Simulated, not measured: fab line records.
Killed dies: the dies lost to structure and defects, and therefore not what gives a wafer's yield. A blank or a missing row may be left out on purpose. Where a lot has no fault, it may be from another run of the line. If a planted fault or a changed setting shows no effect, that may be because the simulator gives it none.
Chamber matching / flow sky130 / 3 sister chambers for SKY_LI_CONTACT_HDPCVD_00 on hdpcvd-02
The step deposits PSG, target thk 930 nm, time 155 s. 14 wafers are shown with their chamber, then 7 later ones without.

WAFERS PAIRED WITH THEIR CHAMBERS
wafer=L974.1; chamber=0; runLengthS (s)=182.0; sih4FlowSccm (sccm)=59.94
wafer=L974.2; chamber=1; runLengthS (s)=181.9; sih4FlowSccm (sccm)=59.71
wafer=L974.6; chamber=1; runLengthS (s)=182.0; sih4FlowSccm (sccm)=59.95
wafer=L975.1; chamber=0; runLengthS (s)=182.2; sih4FlowSccm (sccm)=59.41
wafer=L975.3; chamber=2; runLengthS (s)=183.4; sih4FlowSccm (sccm)=59.79
wafer=L975.6; chamber=2; runLengthS (s)=184.2; sih4FlowSccm (sccm)=60.31
wafer=L977.3; chamber=2; runLengthS (s)=183.8; sih4FlowSccm (sccm)=59.91
wafer=L977.4; chamber=2; runLengthS (s)=183.9; sih4FlowSccm (sccm)=59.91
wafer=L977.6; chamber=1; runLengthS (s)=182.4; sih4FlowSccm (sccm)=59.79
wafer=L978.1; chamber=0; runLengthS (s)=182.1; sih4FlowSccm (sccm)=59.72
wafer=L978.4; chamber=1; runLengthS (s)=182.4; sih4FlowSccm (sccm)=60.31
wafer=L978.5; chamber=2; runLengthS (s)=183.5; sih4FlowSccm (sccm)=59.50
wafer=L980.1; chamber=2; runLengthS (s)=183.2; sih4FlowSccm (sccm)=60.15
wafer=L980.3; chamber=1; runLengthS (s)=181.9; sih4FlowSccm (sccm)=60.15

SIGNATURES, as means of the wafers listed above
reading=runLengthS; chamber 0=182.100; chamber 1=182.120; chamber 2=183.667; scatter within a chamber=0.296
reading=sih4FlowSccm; chamber 0=59.6900; chamber 1=59.9820; chamber 2=59.9283; scatter within a chamber=0.268
Rule: for a wafer and a chamber, the distance is found by dividing, reading by reading, the gap between the wafer's reading and the chamber's mean by the reading's scatter, squaring, summing and taking the root. If the next closest chamber is less than 2 further off than the closest, the wafer can't be placed; otherwise it belongs to the closest. The scatter is the square root of a quotient: the sum, over the shown wafers, of each reading's squared deviation from its chamber's mean, divided by wafers minus chambers.

WAFERS MISSING THEIR CHAMBER
wafer=L980.4; runLengthS (s)=183.6; sih4FlowSccm (sccm)=60.19
wafer=L983.2; runLengthS (s)=182.5; sih4FlowSccm (sccm)=59.92
wafer=L983.3; runLengthS (s)=183.3; sih4FlowSccm (sccm)=60.21
wafer=L983.4; runLengthS (s)=182.7; sih4FlowSccm (sccm)=59.81
wafer=L987.3; runLengthS (s)=182.6; sih4FlowSccm (sccm)=59.86
wafer=L987.5; runLengthS (s)=182.4; sih4FlowSccm (sccm)=60.16
wafer=L986.3; runLengthS (s)=182.3; sih4FlowSccm (sccm)=60.02

EACH ONE'S CHAMBER
wafer=L980.4; from the rows above=2; in truth=2
wafer=L983.2; from the rows above=can't be placed: 1 or 0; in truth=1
wafer=L983.3; from the rows above=2; in truth=2
wafer=L983.4; from the rows above=can't be placed: 1 or 0 or 2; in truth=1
wafer=L987.3; from the rows above=can't be placed: 1 or 0 or 2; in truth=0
wafer=L987.5; from the rows above=can't be placed: 1 or 0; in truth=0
wafer=L986.3; from the rows above=can't be placed: 1 or 0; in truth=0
Correctly placed: 2 of 7. From these rows, 5 cannot be placed; in 5 the true chamber is one of the candidates. 0 placed wrongly.
